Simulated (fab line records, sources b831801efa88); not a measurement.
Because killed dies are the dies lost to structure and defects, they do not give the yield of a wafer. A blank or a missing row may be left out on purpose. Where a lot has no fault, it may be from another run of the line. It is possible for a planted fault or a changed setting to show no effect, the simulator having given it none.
Chamber matching	flow sky130	SKY_VIA1_ETCH_15 on rie-diel-01: 4 sister chambers
The step etches SiO2 in C4F8/O2/Ar, stops on TiN, target depth 351 nm, time 54 s. 20 wafers are shown with their chamber, then 10 later ones without.

## EACH WAFER AND ITS CHAMBER
wafer	chamber	oes-product-au (a.u.)	bias-w (W)
L078.2	2	0.976	1200
L078.3	3	0.978	1204
L078.5	2	0.978	1204
L080.2	3	0.975	1200
L080.3	0	0.977	1202
L080.6	1	0.990	1203
L083.2	2	0.984	1201
L083.4	3	0.984	1198
L083.5	3	0.976	1201
L085.3	0	0.987	1198
L085.5	3	0.980	1200
L085.6	0	0.981	1195
L086.1	2	0.982	1202
L086.2	0	0.973	1203
L086.4	3	0.981	1190
L088.1	0	0.984	1200
L088.2	2	0.985	1197
L088.3	1	0.982	1199
L089.1	2	0.978	1200
L089.3	3	0.978	1200

SIGNATURES (means of the wafers above)
reading	chamber 0	chamber 1	chamber 2	chamber 3	scatter within a chamber
oes-product-au	0.98040	0.98600	0.98050	0.97886	0.00418
bias-w	1199.60	1201.00	1200.67	1199.00	3.45
Rule: distance of a wafer from a chamber = root of the sum over the readings of ((wafer's reading minus chamber's mean) / reading's scatter) squared. If the next closest chamber is less than 2 further off than the closest, the wafer can't be placed; otherwise it belongs to the closest. The scatter is the square root of a quotient: the sum, over the shown wafers, of each reading's squared deviation from its chamber's mean, divided by wafers minus chambers.

## WAFERS WITHOUT THEIR CHAMBER
wafer	oes-product-au (a.u.)	bias-w (W)
L089.6	0.979	1202
L092.3	0.971	1204
L092.4	0.981	1199
L092.6	0.983	1199
L094.4	0.988	1196
L094.5	0.977	1199
L094.6	0.988	1194
L096.2	0.979	1197
L096.3	0.978	1194
L096.6	0.986	1206

## WHICH CHAMBER EACH WENT THROUGH
wafer	from the rows above	in truth
L089.6	can't be placed: 2 or 0 or 3 or 1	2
L092.3	can't be placed: 3 or 2 or 0 or 1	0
L092.4	can't be placed: 0 or 2 or 3 or 1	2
L092.6	can't be placed: 0 or 2 or 1 or 3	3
L094.4	can't be placed: 1 or 0 or 2 or 3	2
L094.5	can't be placed: 3 or 0 or 2 or 1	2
L094.6	can't be placed: 1 or 0 or 3 or 2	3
L096.2	can't be placed: 3 or 0 or 2 or 1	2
L096.3	can't be placed: 3 or 0 or 2 or 1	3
L096.6	can't be placed: 1 or 2 or 0 or 3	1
Correct placement for 0 of the 10. Can't be placed from these rows: 10 (the true chamber is among the candidates in 10). Number placed wrongly: 0.
